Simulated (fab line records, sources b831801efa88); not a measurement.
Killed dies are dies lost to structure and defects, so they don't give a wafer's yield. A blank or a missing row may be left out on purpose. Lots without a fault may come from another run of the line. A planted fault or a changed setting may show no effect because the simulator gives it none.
Split-lot experiment | flow gf180mcu | 5 lots, 23 wafers read, on a route of 602 steps

THE SPLIT
At GF_TOP_METAL_SPUTTER_02 (material AlCu, target thk 900 nm, time 47.82 s), the setting time_s was moved away from the recipe's 47.82 s on 11 of the 23 wafers read, by -12.6% to +10.4%. The other wafers ran this setting at the recipe's value.

FROM THE SPLIT TO THE READING: what the file shows between them, 7 steps
- GF_TOP_METAL_SPUTTER_03: material Ti, target thk 5 nm, time 3.3 s
- GF_TOP_METAL_SPUTTER_04: material TiN, target thk 25 nm, time 20.8 s
- GF_TOP_METAL_RS_MEAS_05: measures by four-point-probe
- GF_TOP_METAL_THK_MEAS_06: measures by xrf
- GF_TOP_METAL_EXPOSE_11: exposes mask MetalTop, target cd 440 nm (also split here: dose_mj)
- GF_TOP_METAL_DEVELOP_13: develop time 60 s (also split here: develop_time_s)
- GF_TOP_METAL_CD_MEAS_14: target cd 440 nm

THE READING
oes_product_au, in a.u., at GF_TOP_METAL_METAL_ETCH_16 (etches the open film in Cl2/BCl3, stops on SiO2, target depth 1077.5 nm, time 179.6 s). Fault-free wafers of this fab line usually give 0.964 a.u., standard deviation 0.0063 a.u..

wafer  | tool, chamber at the split | time_s as run, s | against the recipe | oes_product_au, a.u. | against lot-mates on the recipe
L076.2 | pvd_sputter-01, -          | 41.79            | -12.6%             | 0.902                | -0.068
L076.3 | pvd_sputter-01, -          | 41.79            | -12.6%             | 0.903                | -0.067
L076.4 | pvd_sputter-01, -          | 47.82            | recipe             | 0.966                | -
L076.5 | pvd_sputter-01, -          | 47.82            | recipe             | 0.975                | -
L076.6 | pvd_sputter-01, -          | 41.79            | -12.6%             | 0.911                | -0.059
L077.1 | pvd_sputter-04, -          | 47.82            | recipe             | 0.965                | -
L077.2 | pvd_sputter-04, -          | 47.82            | recipe             | 0.957                | -
L077.6 | pvd_sputter-04, -          | 47.82            | recipe             | 0.963                | -
L080.1 | pvd_sputter-01, -          | 52.77            | +10.4%             | 1.004                | +0.039
L080.2 | pvd_sputter-01, -          | 47.82            | recipe             | 0.971                | -
L080.3 | pvd_sputter-01, -          | 52.77            | +10.4%             | 0.997                | +0.032
L080.5 | pvd_sputter-01, -          | 47.82            | recipe             | 0.961                | -
L080.6 | pvd_sputter-01, -          | 47.82            | recipe             | 0.964                | -
L082.1 | pvd_sputter-04, -          | 45.3             | -5.3%              | 0.918                | -0.039
L082.2 | pvd_sputter-04, -          | 45.3             | -5.3%              | 0.919                | -0.038
L082.3 | pvd_sputter-04, -          | 45.3             | -5.3%              | 0.931                | -0.026
L082.5 | pvd_sputter-04, -          | 47.82            | recipe             | 0.961                | -
L082.6 | pvd_sputter-04, -          | 47.82            | recipe             | 0.953                | -
L084.1 | pvd_sputter-02, -          | 47.82            | recipe             | 0.975                | -
L084.2 | pvd_sputter-02, -          | 47.82            | recipe             | 0.961                | -
L084.3 | pvd_sputter-02, -          | 50.22            | +5.0%              | 0.983                | +0.015
L084.5 | pvd_sputter-02, -          | 50.22            | +5.0%              | 0.996                | +0.028
L084.6 | pvd_sputter-02, -          | 50.22            | +5.0%              | 0.986                | +0.018

THE FIT
A straight line over all 23 wafers: oes_product_au changes by +0.00464 a.u. for each +1% of time_s; r = +0.96; the points scatter about the line by 0.009 a.u..
The same after taking each lot's own level away (the mean of its wafers on the recipe; 23 wafers): +0.00468 a.u. for each +1%; r = +0.97; scatter 0.0069 a.u..
On that fit, the largest move of time_s shifts the reading by 0.059 a.u..
The lots' own levels span 0.9570 to 0.9705 a.u., that is 2.1 times the standard deviation above.
So the lot-to-lot level changes the slope little: the two slopes agree.
Check: with one of the wafers moved furthest among these (-12.6%) left out of the fit, the line predicts -0.061 a.u. for it against its lot-mates. It came out at -0.0685 a.u. against them.

OTHER SPLITS ON THESE WAFERS
These wafers also went through other splits before the reading. Each is held against what the fit with the lots' levels taken away leaves over:
other split on the same wafers         | wafers away from the commonest value | r with oes_product_au (lot level and that fit taken away)
GF_V4_COAT_09 resist_thk_nm            | 5                                    | +0.25
GF_V4_SPUTTER_22 power_w               | 7                                    | +0.20
GF_MIM_CVD_05 time_s                   | 8                                    | -0.10
GF_M5_EXPOSE_04 dose_mj                | 10                                   | +0.22
GF_M5_PEB_05 peb_temp_c                | 9                                    | +0.20
GF_TOP_METAL_EXPOSE_11 dose_mj         | 7                                    | +0.03
GF_TOP_METAL_DEVELOP_13 develop_time_s | 6                                    | +0.03

THE WHOLE CHAIN: every reading that the file lists as answering this split, in the file's order
step                       | what it does                                                                          | reading                                                                              | change (the file's fit)                  | r (the file's)
GF_TOP_METAL_SPUTTER_02    | material AlCu, target thk 900 nm, time 47.82 s                                        | AlCu_of_TOP_METAL_SPUTTER_02.thk_nm (the simulator's own value, which no gauge read) | +9.16 nm for each +1% of the setting     | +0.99
GF_TOP_METAL_RS_MEAS_05    | measures by four-point-probe                                                          | TOP_METAL_ALCU_RS                                                                    | -0.000347 for each +1% of the setting    | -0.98
GF_TOP_METAL_THK_MEAS_06   | measures by xrf                                                                       | TOP_METAL_ALCU_THK                                                                   | +8.86 for each +1% of the setting        | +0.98
GF_TOP_METAL_METAL_ETCH_16 | etches the open film in Cl2/BCl3, stops on SiO2, target depth 1077.5 nm, time 179.6 s | oes_product_au                                                                       | +0.0046 a.u. for each +1% of the setting | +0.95

THE FILE'S OWN FIT
oes_product_au changes by +0.0046 a.u. for each +1% of time_s, r = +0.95.
